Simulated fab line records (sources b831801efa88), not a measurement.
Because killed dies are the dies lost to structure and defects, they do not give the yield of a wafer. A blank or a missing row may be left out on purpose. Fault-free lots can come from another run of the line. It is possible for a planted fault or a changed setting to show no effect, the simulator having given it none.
fab line records + flow gf180mcu
record
- lots=14
- wafers=42
- last_day=34
route steps=602 shown NSD@237 PSD@259 CONTACT@290 M1@329 M3@414
lots with no fault: from the same line, run without faults
start_h: the number of hours between the record's first day and the start of the first shown wafer of the lot + wait_h: hours since the lot's step before + " repeats the value in the row above + L1.1+2: a row that stands for several wafers + - no value, or no start was given + * or withheld: withheld + < > ~ a bound
route shown NAME@n: a module of which the file shows steps, and the number in the route of the first + usual: average and standard deviation across the fault-free wafers + same: alike in all rows + chamber/n: place in a boat + sites: the reading at each site + _std_site: standard deviation across them + _edge_site: inner sites' mean taken away from outer sites' mean + radius_mm: how far each site lies from the wafer's centre + mask NAME#n: copy n + behind: the tool/chamber that last shaped the wafer + hold: why the lot was held/for how many hours/how that ended + device: the transistor (n, p or np) that didn't switch + end of line: the same wafers' tests at the end of the route + where a step has no rows: the recipe by itself + killed: count of dies lost to structure and defects at first sort (not the wafer's yield) + map: the dies of a wafer, with x for killed, . for not killed, _ for no die there
set.NAME: the setting the step ran with; set.NAME@STEP: the setting that earlier step ran with + model.NAME: the simulator's own value behind a step, which no gauge read
the route's steps for a sample of lots (tables are steps, rows are wafers)
## steps
# step GF_NSD_COAT_02
# recipe
- resist=NOVOLAK
- spin_rpm=3000
- resist_thk_nm=1000
# usual
- chill_plate_temp_C=22.99/0.11
- dispense_pressure_kPa=50.6/0.51
| lot.wafer | tool           | chamber | start_h | wait_h | chill_plate_temp_C | dispense_pressure_kPa |
|-----------|----------------|---------|---------|--------|--------------------|-----------------------|
| L546.3    | litho_track-02 | 0       | 281.21  | 0.1    | 22.94              | 51.0                  |
| L546.5    | "              | 0       | "       | "      | 22.99              | 51.0                  |
| L546.6    | "              | 0       | "       | "      | 22.95              | 51.0                  |
| L547.2    | litho_track-02 | 0       | 295.13  | 0.1    | 22.96              | 51.0                  |
| L547.3    | "              | 0       | "       | "      | 23.01              | 51.0                  |
| L547.5    | "              | 0       | "       | "      | 23.08              | 51.0                  |
| L549.1    | litho_track-02 | 0       | 308.06  | 0.1    | 23.03              | 51.0                  |
| L549.2    | "              | 0       | "       | "      | 23.04              | 51.0                  |
| L549.5    | "              | 0       | "       | "      | 22.97              | 51.0                  |
| L550.1    | litho_track-02 | 0       | 320.76  | 0.1    | 22.84              | 51.0                  |
| L550.3    | "              | 0       | "       | "      | 23.07              | 51.0                  |
| L550.5    | "              | 0       | "       | "      | 23.09              | 51.0                  |
| L551.1    | litho_track-04 | 0       | 330.90  | 0.1    | 23.21              | 49.9                  |
| L551.3    | "              | 0       | "       | "      | 22.90              | 49.7                  |
| L551.6    | "              | 0       | "       | "      | 22.99              | 49.8                  |
| L552.4    | litho_track-04 | 0       | 337.18  | 0.1    | 22.85              | 49.8                  |
| L552.5    | "              | 0       | "       | "      | 22.96              | 49.8                  |
| L552.6    | "              | 0       | "       | "      | 22.90              | 49.8                  |
| L553.2    | litho_track-03 | 0       | 340.52  | 0.1    | 22.85              | 50.2                  |
| L553.3    | "              | 0       | "       | "      | 22.99              | 50.2                  |
| L553.6    | "              | 0       | "       | "      | 22.86              | 50.2                  |
| L556.2    | litho_track-02 | 0       | 366.18  | 0.1    | 22.92              | 51.0                  |
| L556.3    | "              | 0       | "       | "      | 23.13              | 51.0                  |
| L556.4    | "              | 0       | "       | "      | 22.80              | 51.0                  |
| L557.2    | litho_track-02 | 0       | 375.03  | 0.1    | 23.09              | 51.0                  |
| L557.4    | "              | 0       | "       | "      | 23.07              | 51.0                  |
| L557.5    | "              | 0       | "       | "      | 22.94              | 51.0                  |
| L558.1    | litho_track-02 | 0       | 380.71  | 0.1    | 23.15              | 51.0                  |
| L558.2    | "              | 0       | "       | "      | 22.91              | 51.0                  |
| L558.5    | "              | 0       | "       | "      | 23.07              | 51.0                  |
| L559.2    | litho_track-04 | -       | 396.93  | 0.1    | -                  | -                     |
| L559.3    | "              | -       | "       | "      | -                  | -                     |
| L559.5    | "              | -       | "       | "      | -                  | -                     |
| L560.1    | litho_track-02 | -       | 403.46  | 0.1    | -                  | -                     |
| L560.5    | "              | -       | "       | "      | -                  | -                     |
| L560.6    | "              | -       | "       | "      | -                  | -                     |
| L562.1    | litho_track-03 | 0       | 410.69  | 0.1    | 22.98              | 50.2                  |
| L562.2    | "              | 0       | "       | "      | 23.16              | 50.2                  |
| L562.6    | "              | 0       | "       | "      | 23.06              | 50.3                  |
| L569.1    | litho_track-04 | 0       | 485.20  | 0.1    | 23.15              | 49.8                  |
| L569.2    | "              | 0       | "       | "      | 23.05              | 49.8                  |
| L569.4    | "              | 0       | "       | "      | 22.96              | 49.8                  |
# step GF_NSD_CD_MEAS_07
# recipe
- target_cd_nm=400
# usual
- cd_nm=399.7/2.6
| lot.wafer | tool      | chamber | start_h | wait_h | cd_nm |
|-----------|-----------|---------|---------|--------|-------|
| L546.3    | cd_sem-01 | -       | 291.49  | 0.1    | 400.3 |
| L546.5    | "         | -       | "       | "      | 399.8 |
| L546.6    | "         | -       | "       | "      | 400.4 |
| L547.2    | cd_sem-01 | -       | 305.23  | 0.1    | 402.6 |
| L547.3    | "         | -       | "       | "      | 401.3 |
| L547.5    | "         | -       | "       | "      | 402.0 |
| L549.1    | cd_sem-01 | -       | 318.34  | 0.1    | 402.2 |
| L549.2    | "         | -       | "       | "      | 398.7 |
| L549.5    | "         | -       | "       | "      | 399.5 |
| L550.1    | cd_sem-01 | -       | 331.50  | 0.1    | 403.6 |
| L550.3    | "         | -       | "       | "      | 402.5 |
| L550.5    | "         | -       | "       | "      | 402.6 |
| L551.1    | cd_sem-02 | -       | 341.51  | 0.1    | 400.3 |
| L551.3    | "         | -       | "       | "      | 399.9 |
| L551.6    | "         | -       | "       | "      | 402.2 |
| L552.4    | cd_sem-02 | -       | 347.76  | 0.1    | 401.3 |
| L552.5    | "         | -       | "       | "      | 400.6 |
| L552.6    | "         | -       | "       | "      | 398.0 |
| L553.2    | cd_sem-01 | -       | 351.62  | 0.1    | 405.2 |
| L553.3    | "         | -       | "       | "      | 403.3 |
| L553.6    | "         | -       | "       | "      | 402.8 |
| L556.2    | cd_sem-02 | -       | 377.52  | 0.1    | 396.3 |
| L556.3    | "         | -       | "       | "      | 397.5 |
| L556.4    | "         | -       | "       | "      | 397.5 |
| L557.2    | cd_sem-02 | -       | 385.86  | 0.1    | 403.3 |
| L557.4    | "         | -       | "       | "      | 403.9 |
| L557.5    | "         | -       | "       | "      | 402.8 |
| L558.1    | cd_sem-01 | -       | 391.61  | 0.1    | 399.3 |
| L558.2    | "         | -       | "       | "      | 396.9 |
| L558.5    | "         | -       | "       | "      | 397.9 |
| L559.2    | cd_sem-02 | -       | 408.17  | 0.1    | -     |
| L559.3    | "         | -       | "       | "      | -     |
| L559.5    | "         | -       | "       | "      | -     |
| L560.1    | cd_sem-01 | -       | 415.16  | 0.2    | -     |
| L560.5    | "         | -       | "       | "      | -     |
| L560.6    | "         | -       | "       | "      | -     |
| L562.1    | cd_sem-01 | -       | 422.66  | 0.1    | 395.9 |
| L562.2    | "         | -       | "       | "      | 394.7 |
| L562.6    | "         | -       | "       | "      | 395.3 |
| L569.1    | cd_sem-02 | -       | 496.95  | 0.1    | 401.2 |
| L569.2    | "         | -       | "       | "      | 399.5 |
| L569.4    | "         | -       | "       | "      | 401.8 |
# step GF_PSD_TW_MEAS_11
# usual
- PSD_TW=3159/13
| lot.wafer | tool          | chamber | start_h | wait_h | PSD_TW |
|-----------|---------------|---------|---------|--------|--------|
| L546.3    | film_metro-04 | -       | 312.78  | 0.1    | 3164   |
| L546.5    | "             | -       | "       | "      | 3174   |
| L546.6    | "             | -       | "       | "      | 3175   |
| L547.2    | film_metro-02 | -       | 327.52  | 0.1    | 3156   |
| L547.3    | "             | -       | "       | "      | 3179   |
| L547.5    | "             | -       | "       | "      | 3175   |
| L549.1    | film_metro-04 | -       | 340.36  | 0.1    | 3164   |
| L549.2    | "             | -       | "       | "      | 3159   |
| L549.5    | "             | -       | "       | "      | 3166   |
| L550.1    | film_metro-04 | -       | 353.51  | 0.1    | 3159   |
| L550.3    | "             | -       | "       | "      | 3168   |
| L550.5    | "             | -       | "       | "      | 3154   |
| L551.1    | film_metro-04 | -       | 364.36  | 0.1    | 3169   |
| L551.3    | "             | -       | "       | "      | 3166   |
| L551.6    | "             | -       | "       | "      | 3162   |
| L552.4    | film_metro-02 | -       | 369.94  | 0.1    | 3150   |
| L552.5    | "             | -       | "       | "      | 3138   |
| L552.6    | "             | -       | "       | "      | 3140   |
| L553.2    | film_metro-01 | -       | 374.42  | 0.1    | 3182   |
| L553.3    | "             | -       | "       | "      | 3179   |
| L553.6    | "             | -       | "       | "      | 3186   |
| L556.2    | film_metro-01 | -       | 400.22  | 0.1    | 3141   |
| L556.3    | "             | -       | "       | "      | 3157   |
| L556.4    | "             | -       | "       | "      | 3157   |
| L557.2    | film_metro-04 | -       | 409.17  | 0.1    | 3169   |
| L557.4    | "             | -       | "       | "      | 3147   |
| L557.5    | "             | -       | "       | "      | 3148   |
| L558.1    | film_metro-01 | -       | 416.41  | 0.1    | 3142   |
| L558.2    | "             | -       | "       | "      | 3152   |
| L558.5    | "             | -       | "       | "      | 3143   |
| L559.2    | film_metro-04 | -       | 433.07  | 0.1    | 4234   |
| L559.3    | "             | -       | "       | "      | 4208   |
| L559.5    | "             | -       | "       | "      | 4217   |
| L560.1    | film_metro-02 | -       | 440.16  | 0.1    | 4264   |
| L560.5    | "             | -       | "       | "      | 4245   |
| L560.6    | "             | -       | "       | "      | 4224   |
| L562.1    | film_metro-04 | -       | 446.61  | 0.1    | 3148   |
| L562.2    | "             | -       | "       | "      | 3138   |
| L562.6    | "             | -       | "       | "      | 3145   |
| L569.1    | film_metro-02 | -       | 520.51  | 0.1    | 3158   |
| L569.2    | "             | -       | "       | "      | 3145   |
| L569.4    | "             | -       | "       | "      | 3154   |
# step GF_CONTACT_THK_MEAS_03
# recipe
- reads=SiO2_of_CONTACT_CVD_02
# usual
- CONTACT_CVD_02_THK=859/10
| lot.wafer | tool          | chamber | start_h | wait_h | CONTACT_CVD_02_THK[nm] |
|-----------|---------------|---------|---------|--------|------------------------|
| L546.3    | film_metro-04 | -       | 335.45  | 0.1    | 845                    |
| L546.5    | "             | -       | "       | "      | 867                    |
| L546.6    | "             | -       | "       | "      | 859                    |
| L547.2    | film_metro-01 | -       | 350.81  | 0.1    | 849                    |
| L547.3    | "             | -       | "       | "      | 871                    |
| L547.5    | "             | -       | "       | "      | 858                    |
| L549.1    | film_metro-03 | -       | 363.96  | 0.0    | 847                    |
| L549.2    | "             | -       | "       | "      | 831                    |
| L549.5    | "             | -       | "       | "      | 867                    |
| L550.1    | film_metro-04 | -       | 377.80  | 0.0    | 851                    |
| L550.3    | "             | -       | "       | "      | 853                    |
| L550.5    | "             | -       | "       | "      | 867                    |
| L551.1    | film_metro-01 | -       | 388.45  | 0.0    | 848                    |
| L551.3    | "             | -       | "       | "      | 849                    |
| L551.6    | "             | -       | "       | "      | 863                    |
| L552.4    | film_metro-03 | -       | 393.68  | 0.0    | 879                    |
| L552.5    | "             | -       | "       | "      | 865                    |
| L552.6    | "             | -       | "       | "      | 873                    |
| L553.2    | film_metro-03 | -       | 398.02  | 0.0    | 852                    |
| L553.3    | "             | -       | "       | "      | 856                    |
| L553.6    | "             | -       | "       | "      | 869                    |
| L556.2    | film_metro-04 | -       | 425.39  | 0.0    | 840                    |
| L556.3    | "             | -       | "       | "      | 835                    |
| L556.4    | "             | -       | "       | "      | 865                    |
| L557.2    | film_metro-04 | -       | 435.20  | 0.0    | 850                    |
| L557.4    | "             | -       | "       | "      | 868                    |
| L557.5    | "             | -       | "       | "      | 876                    |
| L558.1    | film_metro-04 | -       | 442.22  | 0.0    | 868                    |
| L558.2    | "             | -       | "       | "      | 842                    |
| L558.5    | "             | -       | "       | "      | 860                    |
| L559.2    | film_metro-04 | -       | 459.64  | 0.0    | 848                    |
| L559.3    | "             | -       | "       | "      | 860                    |
| L559.5    | "             | -       | "       | "      | 858                    |
| L560.1    | film_metro-03 | -       | 466.40  | 0.0    | 854                    |
| L560.5    | "             | -       | "       | "      | 869                    |
| L560.6    | "             | -       | "       | "      | 864                    |
| L562.1    | film_metro-04 | -       | 472.33  | 0.0    | 846                    |
| L562.2    | "             | -       | "       | "      | 848                    |
| L562.6    | "             | -       | "       | "      | 864                    |
| L569.1    | film_metro-04 | -       | 544.53  | 0.0    | 870                    |
| L569.2    | "             | -       | "       | "      | 861                    |
| L569.4    | "             | -       | "       | "      | 882                    |
# step GF_M1_CD_MEAS_14
# recipe
- target_cd_nm=230
# usual
- cd_nm=229.8/1.4
| lot.wafer | tool      | chamber | start_h | wait_h | cd_nm |
|-----------|-----------|---------|---------|--------|-------|
| L546.3    | cd_sem-02 | -       | 381.75  | 0.1    | 229.3 |
| L546.5    | "         | -       | "       | "      | 229.8 |
| L546.6    | "         | -       | "       | "      | 228.7 |
| L547.2    | cd_sem-01 | -       | 396.56  | 0.1    | 229.2 |
| L547.3    | "         | -       | "       | "      | 229.9 |
| L547.5    | "         | -       | "       | "      | 228.8 |
| L549.1    | cd_sem-01 | -       | 410.35  | 0.1    | 232.1 |
| L549.2    | "         | -       | "       | "      | 231.2 |
| L549.5    | "         | -       | "       | "      | 231.3 |
| L550.1    | cd_sem-01 | -       | 425.55  | 0.1    | 228.7 |
| L550.3    | "         | -       | "       | "      | 230.5 |
| L550.5    | "         | -       | "       | "      | 229.5 |
| L551.1    | cd_sem-02 | -       | 438.15  | 0.1    | 229.5 |
| L551.3    | "         | -       | "       | "      | 231.1 |
| L551.6    | "         | -       | "       | "      | 231.3 |
| L552.4    | cd_sem-01 | -       | 443.15  | 0.1    | 229.8 |
| L552.5    | "         | -       | "       | "      | 228.9 |
| L552.6    | "         | -       | "       | "      | 231.0 |
| L553.2    | cd_sem-01 | -       | 447.42  | 0.1    | 229.3 |
| L553.3    | "         | -       | "       | "      | 228.2 |
| L553.6    | "         | -       | "       | "      | 229.6 |
| L556.2    | cd_sem-02 | -       | 475.12  | 0.1    | 231.3 |
| L556.3    | "         | -       | "       | "      | 231.5 |
| L556.4    | "         | -       | "       | "      | 231.2 |
| L557.2    | cd_sem-02 | -       | 484.92  | 0.1    | 230.6 |
| L557.4    | "         | -       | "       | "      | 231.0 |
| L557.5    | "         | -       | "       | "      | 230.3 |
| L558.1    | cd_sem-01 | -       | 491.71  | 0.1    | 229.1 |
| L558.2    | "         | -       | "       | "      | 229.5 |
| L558.5    | "         | -       | "       | "      | 227.9 |
| L559.2    | cd_sem-01 | -       | 508.31  | 0.1    | 227.1 |
| L559.3    | "         | -       | "       | "      | 226.2 |
| L559.5    | "         | -       | "       | "      | 227.4 |
| L560.1    | cd_sem-02 | -       | 514.99  | 0.1    | 231.6 |
| L560.5    | "         | -       | "       | "      | 232.8 |
| L560.6    | "         | -       | "       | "      | 231.8 |
| L562.1    | cd_sem-02 | -       | 520.75  | 0.1    | 230.1 |
| L562.2    | "         | -       | "       | "      | 229.5 |
| L562.6    | "         | -       | "       | "      | 228.3 |
| L569.1    | cd_sem-02 | -       | 589.75  | 0.1    | 232.1 |
| L569.2    | "         | -       | "       | "      | 232.0 |
| L569.4    | "         | -       | "       | "      | 231.2 |
# step GF_M3_RS_MEAS_05
# recipe
- thk_meas_gauge=four-point-probe
- reads=TiN_of_M3_SPUTTER_04+Ti_of_M3_SPUTTER_03+AlCu_of_M3_SPUTTER_02+TiN_of_M3_SPUTTER_01+Ti_of_M3_SPUTTER_00
# usual
- M3_ALCU_RS=0.0693/0.00071
| lot.wafer | tool          | chamber | start_h | wait_h | M3_ALCU_RS[ohm/sq] |
|-----------|---------------|---------|---------|--------|--------------------|
| L546.3    | film_metro-02 | -       | 458.66  | 0.1    | 0.0692             |
| L546.5    | "             | -       | "       | "      | 0.0698             |
| L546.6    | "             | -       | "       | "      | 0.0696             |
| L547.2    | film_metro-02 | -       | 473.56  | 0.0    | 0.0689             |
| L547.3    | "             | -       | "       | "      | 0.0691             |
| L547.5    | "             | -       | "       | "      | 0.0691             |
| L549.1    | film_metro-02 | -       | 489.07  | 0.1    | 0.0702             |
| L549.2    | "             | -       | "       | "      | 0.0702             |
| L549.5    | "             | -       | "       | "      | 0.0701             |
| L550.1    | film_metro-02 | -       | 502.80  | 0.0    | 0.0704             |
| L550.3    | "             | -       | "       | "      | 0.0692             |
| L550.5    | "             | -       | "       | "      | 0.0701             |
| L551.1    | film_metro-04 | -       | 516.41  | 0.0    | 0.0685             |
| L551.3    | "             | -       | "       | "      | 0.0688             |
| L551.6    | "             | -       | "       | "      | 0.0683             |
| L552.4    | film_metro-02 | -       | 519.53  | 0.1    | 0.0700             |
| L552.5    | "             | -       | "       | "      | 0.0699             |
| L552.6    | "             | -       | "       | "      | 0.0689             |
| L553.2    | film_metro-04 | -       | 524.14  | 0.0    | 0.0689             |
| L553.3    | "             | -       | "       | "      | 0.0692             |
| L553.6    | "             | -       | "       | "      | 0.0694             |
| L556.2    | film_metro-02 | -       | 550.15  | 0.0    | 0.0696             |
| L556.3    | "             | -       | "       | "      | 0.0705             |
| L556.4    | "             | -       | "       | "      | 0.0701             |
| L557.2    | film_metro-04 | -       | 560.41  | 0.2    | 0.0694             |
| L557.4    | "             | -       | "       | "      | 0.0691             |
| L557.5    | "             | -       | "       | "      | 0.0686             |
| L558.1    | film_metro-04 | -       | 565.67  | 0.0    | 0.0700             |
| L558.2    | "             | -       | "       | "      | 0.0703             |
| L558.5    | "             | -       | "       | "      | 0.0705             |
| L559.2    | film_metro-02 | -       | 581.25  | 0.0    | 0.0691             |
| L559.3    | "             | -       | "       | "      | 0.0684             |
| L559.5    | "             | -       | "       | "      | 0.0684             |
| L560.1    | film_metro-04 | -       | 586.83  | 0.2    | 0.0695             |
| L560.5    | "             | -       | "       | "      | 0.0684             |
| L560.6    | "             | -       | "       | "      | 0.0690             |
| L562.1    | film_metro-02 | -       | 592.53  | 0.0    | 0.0691             |
| L562.2    | "             | -       | "       | "      | 0.0696             |
| L562.6    | "             | -       | "       | "      | 0.0685             |
| L569.1    | film_metro-02 | -       | 656.82  | 0.0    | 0.0693             |
| L569.2    | "             | -       | "       | "      | 0.0697             |
| L569.4    | "             | -       | "       | "      | 0.0689             |
## key
first_sign
- step=GF_NSD_COAT_02
- reading=tool_record
- direction=missing
effect
- step=GF_NSD_CD_MEAS_07
- reading=cd_nm
- direction=missing
effect
- step=GF_PSD_TW_MEAS_11
- reading=PSD_TW
- direction=up
- sigmas=82
- usual=3159
- struck=4232
met_at GF_NSD_COAT_02
struck_lots L559,L560
sort_left_out L559.2,L559.3,L559.5,L560.1,L560.5,L560.6
tester_left_out L559,L560
not_acting_at GF_CONTACT_THK_MEAS_03,GF_M1_CD_MEAS_14,GF_M3_RS_MEAS_05
onset_between 380.71 396.93
fault
- kind=skipped_step_whole
- tool=litho_track-02,litho_track-04
- chamber=-
- onset_h=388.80
- steps=GF_NSD_COAT_02
- scope=struck_lots_only
# tester_left_out: of these lots the tester's yield and bins aren't shown, on N5 and GAA mostly nor the transistor test; their killed dies are dies lost to structure and defects alone, not to doping, threshold or leakage, so they don't give the yield
# sort_left_out: the simulated sort isn't trusted on such a fault, so these wafers' sort isn't shown, and their yield isn't known
